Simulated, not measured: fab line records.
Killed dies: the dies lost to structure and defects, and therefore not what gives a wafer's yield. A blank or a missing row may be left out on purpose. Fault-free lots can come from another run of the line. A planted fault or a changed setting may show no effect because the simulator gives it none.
Which tool was responsible? -- flow gf180mcu -- Sampling: 14 lots, 42 wafers, 3 of 602 route steps

## WHAT THE GAUGES SHOWED, per wafer
GF_HV_LDD_OVL_MEAS_08.
lot,measured,on,HV_LDD_OVL (nm)
L595,day 10 19:13,overlay-01,-1.2 -0.8 -1.9
L596,day 10 21:32,overlay-02,-1.9 0.5 -0.8
L597,day 11 07:16,overlay-01,0.4 -0.5 -0.2
L598,day 11 12:41,overlay-02,-1.7 -2.0 -2.6
L599,day 11 21:29,overlay-01,0.3 0.5 0.0
L602,day 12 19:19,overlay-01,-1.0 -2.1 -0.4
L610,day 15 11:40,overlay-02,2.2 1.5 1.9
L611,day 15 11:58,overlay-01,1.7 -0.4 -0.3
L613,day 16 00:02,overlay-02,0.4 1.4 -0.9
L614,day 16 15:23,overlay-02,0.7 -0.2 -1.6
L615,day 16 19:44,overlay-01,-1.7 -3.4 -3.0
L616,day 17 03:20,overlay-02,0.8 -1.6 1.0

GF_HV_LDD_TW_MEAS_50.
lot,measured,on,HV_LDD_4_TW
L595,day 13 06:19,film-metro-02,564 569 567
L596,day 13 08:37,film-metro-02,570 569 569
L597,day 13 17:58,film-metro-04,556 556 555
L598,day 14 01:17,film-metro-02,563 566 563
L599,day 14 10:46,film-metro-01,566 570 569
L602,day 15 09:55,film-metro-02,563 562 565
L610,day 18 09:46,film-metro-04,551 551 554
L611,day 18 10:55,film-metro-02,565 567 562
L613,day 18 23:40,film-metro-01,570 570 570
L614,day 19 15:52,film-metro-01,573 571 573
L615,day 19 21:57,film-metro-01,572 572 572
L616,day 20 05:06,film-metro-01,570 571 570

## WHAT TOOL EACH LOT RAN ON (gives the tool, then ch and the chambers of the sampled wafers, and finally the start)
lot,GF_STI_WET_ETCH_17
L595,"wet-bench-01 ch 2, day 2 11:45"
L596,"wet-bench-01 ch 3, day 2 16:36"
L597,"wet-bench-01 ch 2, day 3 00:38"
L598,"wet-bench-01 ch 0, day 3 02:53"
L599,"wet-bench-01 ch 1, day 3 09:26"
L602,"wet-bench-04 ch 3, day 3 23:44"
L604,"wet-bench-01 ch 0, day 4 11:56"
L605,"wet-bench-04 ch 2, day 4 15:10"
L610,"wet-bench-02 ch 3, day 5 16:54"
L611,"wet-bench-01 ch 0, day 5 21:40"
L613,"wet-bench-02 ch 2, day 6 08:10"
L614,"wet-bench-01 ch 3, day 6 14:41"
L615,"wet-bench-04 ch 2, day 6 20:09"
L616,"wet-bench-04 ch 0, day 7 00:36"
- GF_STI_WET_ETCH_17: etches Si3N4 in H3PO4, target depth 45 nm, time 514 s.

## WHAT THE TOOLS THEMSELVES READ (means of the sampled wafers that have a number; where no wafer has one, the mark that the record gives instead)
GF_STI_WET_ETCH_17.
lot,tool,bath-guard-temp-C (C),bath-heat-duty-pct (%)
L595,wet-bench-01,159.7,31
L596,wet-bench-01,160.0,26
L597,wet-bench-01,159.6,32
L598,wet-bench-01,161.0,23
L599,wet-bench-01,160.2,26
L602,wet-bench-04,159.8,28
L604,wet-bench-01,-,-
L605,wet-bench-04,-,-
L610,wet-bench-02,160.1,26
L611,wet-bench-01,160.6,22
L613,wet-bench-02,160.3,29
L614,wet-bench-01,159.9,26
L615,wet-bench-04,160.3,26
L616,wet-bench-04,159.7,30

## THE ANSWER, worked out from the rows above alone
Rule: usual is defined by the lots themselves. The widest of any qualifying gaps counts: lots, ordered by their means at a reading, are off when they make up no more than a third of the lots, leave a main group of 4 or more, and stand apart from it by 3 or more times the standard deviation of that group's means. If all means in a main group match to the digits the tables above print for the reading, that group is not used. A lot without any number at a reading at which 4 lots or more have one is off too. The other lots that the step has rows for count as sound. First the gauges in route order, then the tools' own readings, where a lot's mean is used as printed above. The first step at which some lot is off is used, and at that step the reading that is off furthest; a lot without a number counts as furthest.
Off: L604, L605, at GF_STI_WET_ETCH_17 (bath-guard-temp-C). Without a number there: L604, L605. The main group: mean 160.1 C, standard deviation 0.39.
A tool fits if, at that step or a process step before it, it ran every lot that is off, and no sound lot after the first of them. Of those tried, none fits.

## WHAT HAD BEEN PUT IN BY THE SIMULATOR
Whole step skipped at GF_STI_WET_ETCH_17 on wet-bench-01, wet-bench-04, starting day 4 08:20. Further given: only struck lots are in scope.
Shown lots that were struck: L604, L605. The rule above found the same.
